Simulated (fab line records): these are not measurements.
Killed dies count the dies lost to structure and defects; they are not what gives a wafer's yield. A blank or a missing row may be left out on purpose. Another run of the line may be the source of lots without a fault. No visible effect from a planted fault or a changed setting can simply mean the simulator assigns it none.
fab line records -- flow sky130
record: lots: 12, wafers: 36, last-day: 51
route steps=708 shown SONOS_ONO@173 GATE_OXIDE@188 RES_PROTECT@214 PAD_OPEN@708
lots that met no fault: from a run of the same line without faults
start-h: start of the lot's first displayed wafer, in hours after the record's first day -- wait-h: time in hours since the lot's previous step -- " repeats the value in the row above -- L1.1+2: several wafers, shown together as one row -- - no value, or no start given -- * or withheld: withheld -- < > ~ a bound
route shown NAME@n: NAME is a module with steps in the file, n the number in the route of the first one -- usual: mean/standard deviation of fault-free wafers -- same: alike in all rows -- chamber/n: place in a boat -- sites: readings site by site -- _std_site: standard deviation across them -- _edge_site: inner sites' mean taken away from outer sites' mean -- radius-mm: for every site, how far away it sits from the centre of the wafer -- mask NAME#n: copy n -- behind: the last tool/chamber to shape the wafer -- hold: reason for holding the lot/hours on hold/outcome of the hold -- device: which transistor (n, p or np) failed to switch -- end of line: the route-end tests of the same wafers -- for a step that has no rows: nothing shown but its recipe -- killed: dies that structure and defects cost at the first sort, which is not the same as the wafer's yield -- map: shows each die of a wafer: x if killed, . if not, _ if none is there
set.NAME: the setting the step ran with; set.NAME@STEP: the setting that earlier step ran with -- model.NAME: the simulator's own value behind a step, which no gauge read
a sample of lots followed through the steps of the route, with each step as a table and each wafer as a row
services: from which hour (start-h, from the record's first day; less than 0 if before it) a tool's chamber was out of use, for how many hours, and why
== steps ==
step: SKY_SONOS_ONO_THK_MEAS_05
recipe: reads: SiO2_of_SONOS_ONO_CVD_04
usual: SONOS_ONO_CVD_04_THK: 5.71/0.12
lot.wafer,tool,chamber,start-h,wait-h,SONOS_ONO_CVD_04_THK[nm]
L403.1,film-metro-02,-,260.58,0.0,5.76
L403.3,film-metro-02,-,260.58,0.0,5.63
L403.5,film-metro-02,-,260.58,0.0,5.65
L404.1,film-metro-01,-,265.39,0.0,5.71
L404.2,film-metro-01,-,265.39,0.0,5.58
L404.4,film-metro-01,-,265.39,0.0,5.68
L405.2,film-metro-02,-,273.63,0.0,5.73
L405.5,film-metro-02,-,273.63,0.0,5.66
L405.6,film-metro-02,-,273.63,0.0,5.69
L406.3,film-metro-02,-,277.86,0.0,5.83
L406.5,film-metro-02,-,277.86,0.0,5.83
L406.6,film-metro-02,-,277.86,0.0,5.76
L408.1,film-metro-01,-,285.95,0.0,5.81
L408.3,film-metro-01,-,285.95,0.0,5.89
L408.5,film-metro-01,-,285.95,0.0,5.75
L407.4,film-metro-01,-,291.86,0.0,5.81
L407.5,film-metro-01,-,291.86,0.0,5.88
L407.6,film-metro-01,-,291.86,0.0,5.82
L409.1,film-metro-04,-,302.26,0.0,5.82
L409.4,film-metro-04,-,302.26,0.0,5.87
L409.6,film-metro-04,-,302.26,0.0,5.93
L410.1,film-metro-01,-,313.22,0.0,5.55
L410.3,film-metro-01,-,313.22,0.0,5.63
L410.6,film-metro-01,-,313.22,0.0,5.60
L416.2,film-metro-02,-,359.45,0.0,5.75
L416.5,film-metro-02,-,359.45,0.0,5.87
L416.6,film-metro-02,-,359.45,0.0,5.83
L417.3,film-metro-04,-,371.84,0.0,5.74
L417.4,film-metro-04,-,371.84,0.0,5.88
L417.6,film-metro-04,-,371.84,0.0,5.84
L424.1,film-metro-04,-,425.04,0.0,5.75
L424.2,film-metro-04,-,425.04,0.0,5.74
L424.5,film-metro-04,-,425.04,0.0,5.74
L425.2,film-metro-04,-,433.75,0.0,5.70
L425.4,film-metro-04,-,433.75,0.0,5.75
L425.5,film-metro-04,-,433.75,0.0,5.79
step: SKY_SONOS_ONO_CD_MEAS_13
recipe: target-cd-nm: 410
usual: cd-nm: 410.2/2.3
lot.wafer,tool,chamber,start-h,wait-h,cd-nm
L403.1,cd-sem-02,-,284.79,0.1,404.6
L403.3,cd-sem-02,-,284.79,0.1,406.1
L403.5,cd-sem-02,-,284.79,0.1,403.3
L404.1,cd-sem-01,-,289.79,0.1,409.2
L404.2,cd-sem-01,-,289.79,0.1,407.8
L404.4,cd-sem-01,-,289.79,0.1,408.7
L405.2,cd-sem-02,-,298.40,0.1,408.0
L405.5,cd-sem-02,-,298.40,0.1,411.4
L405.6,cd-sem-02,-,298.40,0.1,410.0
L406.3,cd-sem-01,-,302.63,0.1,412.0
L406.5,cd-sem-01,-,302.63,0.1,411.3
L406.6,cd-sem-01,-,302.63,0.1,408.3
L408.1,cd-sem-02,-,311.08,0.1,413.7
L408.3,cd-sem-02,-,311.08,0.1,413.2
L408.5,cd-sem-02,-,311.08,0.1,411.8
L407.4,cd-sem-01,-,316.40,0.1,410.1
L407.5,cd-sem-01,-,316.40,0.1,410.3
L407.6,cd-sem-01,-,316.40,0.1,409.0
L409.1,cd-sem-02,-,328.44,0.1,411.8
L409.4,cd-sem-02,-,328.44,0.1,412.4
L409.6,cd-sem-02,-,328.44,0.1,412.5
L410.1,cd-sem-02,-,339.74,0.1,408.4
L410.3,cd-sem-02,-,339.74,0.1,408.6
L410.6,cd-sem-02,-,339.74,0.1,409.2
L416.2,cd-sem-02,-,388.50,0.1,411.5
L416.5,cd-sem-02,-,388.50,0.1,412.1
L416.6,cd-sem-02,-,388.50,0.1,409.2
L417.3,cd-sem-01,-,399.57,0.1,408.8
L417.4,cd-sem-01,-,399.57,0.1,408.2
L417.6,cd-sem-01,-,399.57,0.1,408.7
L424.1,cd-sem-02,-,455.39,0.1,411.9
L424.2,cd-sem-02,-,455.39,0.1,411.3
L424.5,cd-sem-02,-,455.39,0.1,413.5
L425.2,cd-sem-01,-,465.15,0.1,412.7
L425.4,cd-sem-01,-,465.15,0.1,411.7
L425.5,cd-sem-01,-,465.15,0.1,413.7
step: SKY_GATE_OXIDE_OXIDATION_01
recipe: temp-c: 900, ambient: O2, stabilise-s: 600, purge-s: 300, target-thk-a: 102.68, ox-time-s: 1473
usual: spike-tc-centre-C: 902.5/0.96, spike-tc-upper-C: 899.9/1.5, tube-center-temp-C: 899.99/0.077
lot.wafer,tool,chamber,start-h,wait-h,spike-tc-centre-C,spike-tc-upper-C,tube-center-temp-C
L403.1,furnace-02,0,286.56,1.3,902.0,898.8,899.79
L403.3,furnace-02,0,286.56,1.3,902.3,899.2,899.93
L403.5,furnace-02,0,286.56,1.3,901.1,899.5,899.95
L404.1,furnace-02,0,292.38,2.1,901.8,899.8,899.99
L404.2,furnace-02,0,292.38,2.1,900.9,897.7,900.06
L404.4,furnace-02,0,292.38,2.1,903.4,900.3,899.96
L405.2,furnace-01,0,300.47,1.6,903.4,901.5,900.06
L405.5,furnace-01,0,300.47,1.6,904.3,900.1,900.09
L405.6,furnace-01,0,300.47,1.6,904.6,901.1,899.83
L406.3,furnace-01,0,304.89,1.8,902.9,900.3,900
L406.5,furnace-01,0,304.89,1.8,902.7,899.7,900.04
L406.6,furnace-01,0,304.89,1.8,905.0,899.6,899.96
L408.1,furnace-01,0,312.05,0.5,903.3,900.8,900.02
L408.3,furnace-01,0,312.05,0.5,901.6,900.0,899.98
L408.5,furnace-01,0,312.05,0.5,902.8,900.8,900.18
L407.4,furnace-01,0,317.76,1.0,900.6,900.3,900
L407.5,furnace-01,0,317.76,1.0,902.4,901.5,899.99
L407.6,furnace-01,0,317.76,1.0,901.3,899.4,899.96
L409.1,furnace-02,0,329.51,0.6,902.0,899.5,899.94
L409.4,furnace-02,0,329.51,0.6,902.1,900.0,900.03
L409.6,furnace-02,0,329.51,0.6,901.4,899.0,900.05
L410.1,furnace-02,0,341.47,1.3,903.0,898.1,900
L410.3,furnace-02,0,341.47,1.3,902.1,897.6,900.04
L410.6,furnace-02,0,341.47,1.3,901.3,896.6,899.95
L416.2,furnace-01,0,391.00,2.0,903.7,900.0,900.13
L416.5,furnace-01,0,391.00,2.0,902.0,902.6,899.9
L416.6,furnace-01,0,391.00,2.0,902.3,900.9,899.9
L417.3,furnace-01,0,400.91,0.9,904.8,899.6,900
L417.4,furnace-01,0,400.91,0.9,903.2,902.3,899.86
L417.6,furnace-01,0,400.91,0.9,903.3,899.9,899.84
L424.1,furnace-01,0,455.92,0.0,903.2,901.1,900.03
L424.2,furnace-01,0,455.92,0.0,903.7,901.0,899.9
L424.5,furnace-01,0,455.92,0.0,902.9,899.6,900.01
L425.2,furnace-01,0,466.86,1.2,903.5,902.0,900.05
L425.4,furnace-01,0,466.86,1.2,904.4,899.1,899.93
L425.5,furnace-01,0,466.86,1.2,902.7,899.6,900.03
step: SKY_GATE_OXIDE_THK_MEAS_02
recipe: reads: SiO2_of_GATE_OXIDE_OXIDATION_01
usual: GATE_OXIDE_OXIDATION_00_THK: 10.24/0.19
lot.wafer,tool,chamber,start-h,wait-h,GATE_OXIDE_OXIDATION_00_THK[nm]
L403.1,film-metro-04,-,287.97,0.0,10.12
L403.3,film-metro-04,-,287.97,0.0,10.26
L403.5,film-metro-04,-,287.97,0.0,10.19
L404.1,film-metro-03,-,293.79,0.0,10.10
L404.2,film-metro-03,-,293.79,0.0,10.39
L404.4,film-metro-03,-,293.79,0.0,10.13
L405.2,film-metro-01,-,301.89,0.0,10.22
L405.5,film-metro-01,-,301.89,0.0,10.17
L405.6,film-metro-01,-,301.89,0.0,10.27
L406.3,film-metro-04,-,306.32,0.0,10.34
L406.5,film-metro-04,-,306.32,0.0,10.23
L406.6,film-metro-04,-,306.32,0.0,10.41
L408.1,film-metro-03,-,313.46,0.0,10.55
L408.3,film-metro-03,-,313.46,0.0,10.73
L408.5,film-metro-03,-,313.46,0.0,10.67
L407.4,film-metro-03,-,319.20,0.0,10.22
L407.5,film-metro-03,-,319.20,0.0,10.29
L407.6,film-metro-03,-,319.20,0.0,10.46
L409.1,film-metro-03,-,330.92,0.0,10.34
L409.4,film-metro-03,-,330.92,0.0,9.94
L409.6,film-metro-03,-,330.92,0.0,10.26
L410.1,film-metro-03,-,342.87,0.0,10.14
L410.3,film-metro-03,-,342.87,0.0,10.15
L410.6,film-metro-03,-,342.87,0.0,10.05
L416.2,film-metro-01,-,392.42,0.0,10.31
L416.5,film-metro-01,-,392.42,0.0,10.27
L416.6,film-metro-01,-,392.42,0.0,10.28
L417.3,film-metro-01,-,402.34,0.0,10.18
L417.4,film-metro-01,-,402.34,0.0,10.16
L417.6,film-metro-01,-,402.34,0.0,10.26
L424.1,film-metro-03,-,457.33,0.0,11.56
L424.2,film-metro-03,-,457.33,0.0,11.61
L424.5,film-metro-03,-,457.33,0.0,11.63
L425.2,film-metro-03,-,468.28,0.0,11.85
L425.4,film-metro-03,-,468.28,0.0,11.84
L425.5,film-metro-03,-,468.28,0.0,11.70
step: SKY_RES_PROTECT_STRIP_07
recipe: chemistry: O2/N2, power-w: 1400, pressure-mtorr: 1500, platen-temp-c: withheld, o2-flow-sccm: 3000, n2-flow-sccm: 300, overash-fraction: 0.5
usual: drypump-motor-current-A: 5.6/0.37, oes-product-au: 0.517/0.0047, strip-time-to-endpoint-s: 23.28/0.047
lot.wafer,tool,chamber,start-h,wait-h,drypump-motor-current-A,oes-product-au,rf-hours-counter-h,strip-time-to-endpoint-s
L403.1,plasma-asher-04,0,342.63,0.1,5.7,0.509,64,23.24
L403.3,plasma-asher-04,1,342.63,0.1,5.6,0.518,-,23.25
L403.5,plasma-asher-04,1,342.63,0.1,5.6,0.525,-,23.27
L404.1,plasma-asher-04,0,349.64,0.1,5.7,0.512,65,23.30
L404.2,plasma-asher-04,1,349.64,0.1,5.6,0.525,65,23.29
L404.4,plasma-asher-04,1,349.64,0.1,5.6,0.511,-,23.26
L405.2,plasma-asher-02,0,358.53,0.1,5.6,0.522,64,23.37
L405.5,plasma-asher-02,1,358.53,0.1,5.3,0.528,-,23.33
L405.6,plasma-asher-02,0,358.53,0.1,5.6,0.517,-,23.37
L406.3,plasma-asher-04,1,361.86,0.1,5.6,0.513,-,23.29
L406.5,plasma-asher-04,0,361.86,0.1,5.8,0.516,-,23.30
L406.6,plasma-asher-04,1,361.86,0.1,5.6,0.514,-,23.33
L408.1,plasma-asher-04,1,369.64,0.1,5.6,0.525,66,23.34
L408.3,plasma-asher-04,0,369.64,0.1,5.7,0.522,-,23.36
L408.5,plasma-asher-04,0,369.64,0.1,5.7,0.516,-,23.35
L407.4,plasma-asher-04,1,377.56,0.1,5.6,0.520,-,23.23
L407.5,plasma-asher-04,1,377.56,0.1,5.6,0.513,-,23.28
L407.6,plasma-asher-04,0,377.56,0.1,5.7,0.518,-,23.25
L409.1,plasma-asher-01,1,390.54,0.1,6.0,0.519,27,23.28
L409.4,plasma-asher-01,1,390.54,0.1,6.0,0.515,-,23.24
L409.6,plasma-asher-01,1,390.54,0.1,6.0,0.510,-,23.25
L410.1,plasma-asher-04,1,401.44,0.1,5.6,0.518,70,23.34
L410.3,plasma-asher-04,1,401.44,0.1,5.6,0.521,-,23.32
L410.6,plasma-asher-04,1,401.44,0.1,5.6,0.516,-,23.31
L416.2,plasma-asher-04,1,471.79,0.1,5.6,0.519,77,23.23
L416.5,plasma-asher-04,0,471.79,0.1,5.8,0.516,-,23.23
L416.6,plasma-asher-04,1,471.79,0.1,5.6,0.514,-,23.24
L417.3,plasma-asher-04,1,472.71,0.1,5.6,0.516,-,23.32
L417.4,plasma-asher-04,0,472.71,0.1,5.7,0.515,-,23.24
L417.6,plasma-asher-04,0,472.71,0.1,5.7,0.510,-,23.26
L424.1,plasma-asher-04,0,517.44,0.1,5.7,0.514,82,23.32
L424.2,plasma-asher-04,1,517.44,0.1,5.6,0.518,82,23.34
L424.5,plasma-asher-04,1,517.44,0.1,5.6,0.514,-,23.30
L425.2,plasma-asher-01,0,525.43,0.1,4.7,0.520,41,23.33
L425.4,plasma-asher-01,0,525.43,0.1,4.7,0.524,-,23.33
L425.5,plasma-asher-01,1,525.43,0.1,5.9,0.513,-,23.31
step: SKY_PAD_OPEN_PROBE_99
usual: killed_at_M0_to_M3: 42/7.3, killed_at_M4_up: 3.4/2, killed-at-contacts: 24/5.6, killed-at-front-end: 16/4.5, killed-at-other: 0.2/0.51, killed-dies: 86/9.8, killed-open: 46/7, killed-short: 40/6.7
same: gross-dies: 492, killed-at-back-side: 0
lot.wafer,tool,chamber,start-h,wait-h,killed_at_M0_to_M3,killed_at_M4_up,killed-at-contacts,killed-at-front-end,killed-at-other,killed-dies,killed-open,killed-short
L405.2,prober-02,-,1103.92,0.1,44,2,25,12,1,84,44,40
L405.5,prober-02,-,1104.07,0.2,41,1,29,14,0,85,42,43
L405.6,prober-02,-,1104.12,0.2,28,2,23,23,0,76,40,36
L410.1,prober-01,-,1104.45,0.1,58,6,29,17,0,110,62,48
L410.3,prober-01,-,1104.55,0.2,47,6,23,20,1,97,54,43
L410.6,prober-01,-,1104.70,0.2,53,2,30,16,0,101,53,48
killed by level:class
L405.2 CONTACT:geometric-particle:open=12 VIA1:geometric-particle:short=8 VIA1:geometric-particle:open=8 VIA2:geometric-particle:open=7 VIA3:geometric-particle:open=6 LI_CONTACT:geometric-particle:open=5 CONTACT:geometric-particle:short=5 METAL1:geometric-particle:short=5
L405.5 VIA1:geometric-particle:open=9 CONTACT:geometric-particle:open=8 CONTACT:geometric-particle:short=8 LI_CONTACT:geometric-particle:open=5 VIA2:geometric-particle:open=5 VIA2:geometric-particle:short=5 VIA3:geometric-particle:open=5 LI_CONTACT:geometric-particle:short=4
L405.6 FIELD_ISO:geometric-particle:short=7 CONTACT:geometric-particle:open=7 VIA1:geometric-particle:open=7 FIELD_ISO:geometric-particle:open=5 LI_CONTACT:geometric-particle:open=5 LOCAL_INTERCONNECT:geometric-particle:short=4 METAL1:geometric-particle:short=4 VIA2:geometric-particle:open=3
L410.1 METAL1:geometric-particle:short=12 CONTACT:geometric-particle:open=11 VIA3:geometric-particle:open=11 VIA1:geometric-particle:open=10 LOCAL_INTERCONNECT:geometric-particle:short=6 LOCAL_INTERCONNECT:geometric-particle:open=6 METAL1:geometric-particle:open=6 METAL2:geometric-particle:short=6
L410.3 VIA1:geometric-particle:open=15 VIA1:geometric-particle:short=9 LI_CONTACT:geometric-particle:open=9 VIA3:geometric-particle:open=8 CONTACT:geometric-particle:open=6 POLY_GATE:geometric-particle:short=5 POLY_GATE:geometric-particle:open=4 METAL2:geometric-particle:short=4
L410.6 CONTACT:geometric-particle:open=12 METAL1:geometric-particle:short=10 VIA2:geometric-particle:open=9 VIA1:geometric-particle:open=8 FIELD_ISO:geometric-particle:short=7 FIELD_ISO:geometric-particle:open=5 LI_CONTACT:geometric-particle:open=5 CONTACT:geometric-particle:short=5
== services ==
tool,chamber,start-h,hours,kind
plasma-asher-01,-,271.29,1.3,repair
plasma-asher-01,-,297.56,0.5,repair
plasma-asher-04,-,363.80,2.8,pm
furnace-02,-,372.00,3.4,pm
furnace-01,-,376.67,14.3,repair
plasma-asher-01,-,384.65,3.7,repair
plasma-asher-02,-,395.66,1.2,repair
plasma-asher-02,-,421.29,9.0,pm
plasma-asher-02,0,421.29,9.0,vent-cycle
plasma-asher-02,1,421.29,9.0,vent-cycle
furnace-02,-,423.60,3.6,pm
plasma-asher-02,0,430.29,-,clean
plasma-asher-02,1,430.29,-,clean
== key ==
first-sign: step: SKY_GATE_OXIDE_THK_MEAS_02, reading: GATE_OXIDE_OXIDATION_00_THK, direction: up, sigmas: 7.6, usual: 10.24, struck: 11.70
effect none on later readings
met-at SKY_GATE_OXIDE_OXIDATION_01
struck-lots L424,L425
tester-left-out L424,L425
not-acting-at SKY_SONOS_ONO_THK_MEAS_05,SKY_SONOS_ONO_CD_MEAS_13,SKY_RES_PROTECT_STRIP_07
onset-between 400.91 455.92
also-fits time
fault: kind: process-parameter-drift, tool: furnace-01, chamber: -, onset-h: 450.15, steps: SKY_GATE_OXIDE_OXIDATION_01, channel: ox-time-s, offset: *, shape: step, end-h: 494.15, acts-in: *, stated: *
tester-left-out: of these lots the tester's yield and bins aren't shown, on N5 and GAA mostly nor the transistor test; their killed dies are dies lost to structure and defects alone, not to doping, threshold or leakage, so they don't give the yield
